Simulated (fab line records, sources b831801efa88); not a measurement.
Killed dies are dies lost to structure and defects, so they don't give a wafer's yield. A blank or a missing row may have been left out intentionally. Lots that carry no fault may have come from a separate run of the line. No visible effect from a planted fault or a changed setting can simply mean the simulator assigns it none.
Which of the tools did it? ; flow gf180mcu ; 12 lots with 36 wafers sampled at 5 steps, on a route of 602 steps

WHAT THE GAUGES SHOWED, per wafer
GF_SAB_OVL_MEAS_10. Usual: SAB_OVL typically reads 0.2 nm, with standard deviation 1.6.
lot;measured;on;SAB_OVL (nm);flag
L831;day 15 08:44;overlay-01;-1.4 -2.1 -1.9;
L832;day 15 13:31;overlay-02;-1.9 1.1 -0.5;
L833;day 15 16:30;overlay-02;-0.9 -1.5 -2.9;
L835;day 16 13:57;overlay-02;1.1 -0.3 1.9;
L837;day 17 13:09;overlay-01;-1.9 1.6 0.7;
L845;day 20 11:50;overlay-02;2.1 2.8 0.7;
L846;day 21 00:24;overlay-02;0.4 -0.6 2.7;
L848;day 21 11:54;overlay-01;-1.1 -1.9 -1.2;
L847;day 21 15:37;overlay-02;0.8 1.1 1.1;
L851;day 22 04:29;overlay-02;-0.2 1.9 1.2;
L853;day 23 02:05;overlay-01;1.1 1.3 0.3;
L854;day 23 03:15;overlay-01;1.7 1.9 1.7;

GF_M1_RS_MEAS_05: the measuring method here is four-point-probe. Usual: M1_ALCU_RS typically reads 0.0695 ohm/sq, with standard deviation 0.00072.
lot;measured;on;M1_ALCU_RS (ohm/sq);flag
L831;day 16 10:27;film_metro-01;0.0692 0.0698 0.0697;
L832;day 16 15:05;film_metro-01;0.0690 0.0700 0.0694;
L833;day 16 16:57;film_metro-04;0.0685 0.0689 0.0688;
L835;day 17 16:26;film_metro-01;0.0709 0.0705 0.0704;
L837;day 18 16:14;film_metro-02;0.0699 0.0701 0.0695;
L845;day 21 15:25;film_metro-01;0.0700 0.0698 0.0719;
L846;day 22 02:52;film_metro-02;0.0695 0.0697 0.0722;
L848;day 22 14:51;film_metro-01;0.0700 0.0691 0.0697;
L847;day 22 18:23;film_metro-01;0.0697 0.0698 0.0698;
L851;day 23 06:28;film_metro-01;0.0697 0.0696 0.0694;
L853;day 24 03:09;film_metro-04;0.0693 0.0699 0.0692;
L854;day 24 04:23;film_metro-01;0.0691 0.0698 0.0690;

GF_M1_THK_MEAS_06: measures by xrf. Usual: M1_ALCU_THK typically reads 450 nm, with standard deviation 5.4.
lot;measured;on;M1_ALCU_THK (nm);flag
L831;day 16 10:34;film_metro-01;452 446 450;
L832;day 16 15:11;film_metro-01;454 445 448;
L833;day 16 17:04;film_metro-04;458 454 456;
L835;day 17 16:33;film_metro-01;445 442 442;
L837;day 18 16:20;film_metro-02;448 448 453;
L845;day 21 15:32;film_metro-01;446 448 436;
L846;day 22 02:59;film_metro-02;450 448 435;
L848;day 22 14:56;film_metro-01;445 452 448;
L847;day 22 18:31;film_metro-01;450 447 448;
L851;day 23 06:35;film_metro-01;448 448 451;
L853;day 24 03:15;film_metro-04;455 452 452;
L854;day 24 04:30;film_metro-01;448 448 450;

GF_V1_OVL_MEAS_15. Usual: V1_OVL typically reads -4 nm, with standard deviation 4.5.
lot;measured;on;V1_OVL (nm);flag
L831;day 18 11:56;overlay-01;-2 -8 -2;
L832;day 18 15:40;overlay-01;-1 -1 -2;
L833;day 18 16:50;overlay-01;-1 -11 -4;
L835;day 19 17:36;overlay-01;-3 4 -2;
L837;day 20 17:34;overlay-02;-2 -5 -2;
L845;day 23 14:54;overlay-01;5 0 2;
L846;day 24 00:41;overlay-01;-14 -10 -9;
L848;day 24 12:30;overlay-01;1 -6 -1;
L847;day 24 15:50;overlay-02;-5 -10 1;
L851;day 25 04:09;overlay-02;-5 -7 -2;
L853;day 25 23:54;overlay-02;-2 -8 -3;
L854;day 26 00:02;overlay-01;2 5 -3;

TOOL THAT RAN EACH LOT (tool first, then ch and the chambers of the sampled wafers, then the start)
lot;GF_M1_SPUTTER_02
L831;pvd_sputter-04, day 16 10:22
L832;pvd_sputter-02, day 16 14:58
L833;pvd_sputter-04, day 16 16:52
L835;pvd_sputter-04, day 17 16:20
L837;pvd_sputter-02, day 18 16:05
L845;pvd_sputter-01, day 21 15:20
L846;pvd_sputter-01, day 22 02:46
L848;pvd_sputter-04, day 22 14:42
L847;pvd_sputter-02, day 22 18:18
L851;pvd_sputter-04, day 23 06:22
L853;pvd_sputter-04, day 24 03:01
L854;pvd_sputter-04, day 24 04:16
- GF_M1_SPUTTER_02: material AlCu, target thk 450 nm, time 23.9 s.

WHAT THE TOOLS THEMSELVES READ (means of the sampled wafers that have a number; where no wafer has one, the mark that the record gives instead)
GF_M1_SPUTTER_02. Usual: cathode_dc_power_W 10600 W, standard deviation 1.8; throttle_valve_pct 30.6 %, standard deviation 1.
lot;tool;cathode_dc_power_W (W);throttle_valve_pct (%);flag
L831;pvd_sputter-04;10599;30.5;
L832;pvd_sputter-02;10601;29.7;
L833;pvd_sputter-04;10598;31.1;
L835;pvd_sputter-04;10600;30.6;
L837;pvd_sputter-02;10598;29.4;
L845;pvd_sputter-01;10502;31.2;OFF
L846;pvd_sputter-01;10501;30.4;OFF
L848;pvd_sputter-04;10600;31.2;
L847;pvd_sputter-02;10603;28.8;
L851;pvd_sputter-04;10601;31.2;
L853;pvd_sputter-04;10602;30.8;
L854;pvd_sputter-04;10600;31.2;

THE ANSWER, worked out from the rows above alone
Rule: lot off if the mean of its wafers having a number is beyond 3 standard deviations from the usual mean. Also off: a lot with no number at a reading for which 4 or more lots have one. Where the step has rows for the other lots, those lots are counted as sound. After the gauges, taken in route order, come the tools' own readings; for these a lot's mean is taken, as printed above. The first step at which some lot is off is used, and at that step the reading that is off furthest; a lot without a number counts as furthest.
Off at GF_M1_SPUTTER_02 (cathode_dc_power_W): L845, L846.
A tool fits if, at that step or a process step before it, it ran every lot that is off, and no sound lot after the first of them. One candidate fits, namely pvd_sputter-01 at GF_M1_SPUTTER_02. It ran no sound lot before its first lot that is off in this sample, so the start can't be narrowed down.
The tool's own readings at GF_M1_SPUTTER_02 bear it out: on the lots that are off they differ by more than 5 times the standard deviation of the sound lots' means. cathode_dc_power_W reads 10502 W there against 10600 W on the sound lots.

WHAT HAD BEEN PUT IN BY THE SIMULATOR
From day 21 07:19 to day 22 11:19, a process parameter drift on pvd_sputter-01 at GF_M1_SPUTTER_02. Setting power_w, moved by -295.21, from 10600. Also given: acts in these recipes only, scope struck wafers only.
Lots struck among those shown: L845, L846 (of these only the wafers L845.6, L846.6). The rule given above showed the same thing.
